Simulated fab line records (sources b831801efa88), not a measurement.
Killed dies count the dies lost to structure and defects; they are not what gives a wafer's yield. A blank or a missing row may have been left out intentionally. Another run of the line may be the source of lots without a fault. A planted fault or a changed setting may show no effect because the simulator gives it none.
Matching of chambers + flow gf180mcu + GF_V2_CVD_02 on pecvd-02: 3 sister chambers
The step deposits SiO2 from TEOS, target thk 850 nm, time 94.851 s. 6 wafers are shown with their chamber, then 11 later ones without.

== WAFERS WITH THEIR CHAMBER ==
| wafer  | chamber | heaterPowerOuterW (W) | heaterPowerW (W) |
|--------|---------|-----------------------|------------------|
| L083.3 | 0       | 391                   | 720              |
| L086.6 | 0       | 446                   | 750              |
| L087.2 | 2       | 496                   | 768              |
| L087.5 | 1       | 399                   | 713              |
| L087.6 | 2       | 521                   | 807              |
| L088.3 | 1       | 391                   | 721              |

== WAFERS WITH NO CHAMBER GIVEN ==
| wafer  | heaterPowerOuterW (W) | heaterPowerW (W) |
|--------|-----------------------|------------------|
| L088.5 | 455                   | 790              |
| L088.6 | 421                   | 739              |
| L091.3 | 408                   | 717              |
| L091.4 | 545                   | 845              |
| L091.5 | 429                   | 783              |
| L092.2 | 409                   | 735              |
| L092.4 | 456                   | 839              |
| L092.5 | 436                   | 752              |
| L095.1 | 477                   | 826              |
| L095.5 | 336                   | 633              |
| L095.6 | 497                   | 866              |

== WHICH CHAMBER EACH WENT THROUGH ==
| wafer  | from the rows above          | in truth                   |
|--------|------------------------------|----------------------------|
| L088.5 | can't be placed: 2 or 0      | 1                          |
| L088.6 | can't be placed: 0 or 1      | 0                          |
| L091.3 | can't be placed: 1 or 0      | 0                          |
| L091.4 | 2                            | 2                          |
| L091.5 | can't be placed: 0 or 2 or 1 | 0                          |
| L092.2 | can't be placed: 0 or 1      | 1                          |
| L092.4 | 2                            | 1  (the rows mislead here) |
| L092.5 | can't be placed: 0 or 1      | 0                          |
| L095.1 | 2                            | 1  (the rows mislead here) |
| L095.5 | can't be placed: 1 or 0      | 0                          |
| L095.6 | 2                            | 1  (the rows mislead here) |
1 of 11 placed correctly. From these rows, 7 cannot be placed; in 6 the true chamber is one of the candidates. Wrongly placed: 3.
How it was worked out, from the rows above alone: a wafer's distance from a chamber is the root of the sum, over the readings, of the square of ((its reading less the chamber's mean) divided by the reading's scatter). The wafer belongs to the nearest chamber; if the next one is less than 2 further off, it can't be placed. The mean given for a chamber averages the wafers shown for that chamber. The scatter: take each reading less its chamber's mean, square it, sum over the shown wafers, divide by the number of wafers less the number of chambers, and take the root.
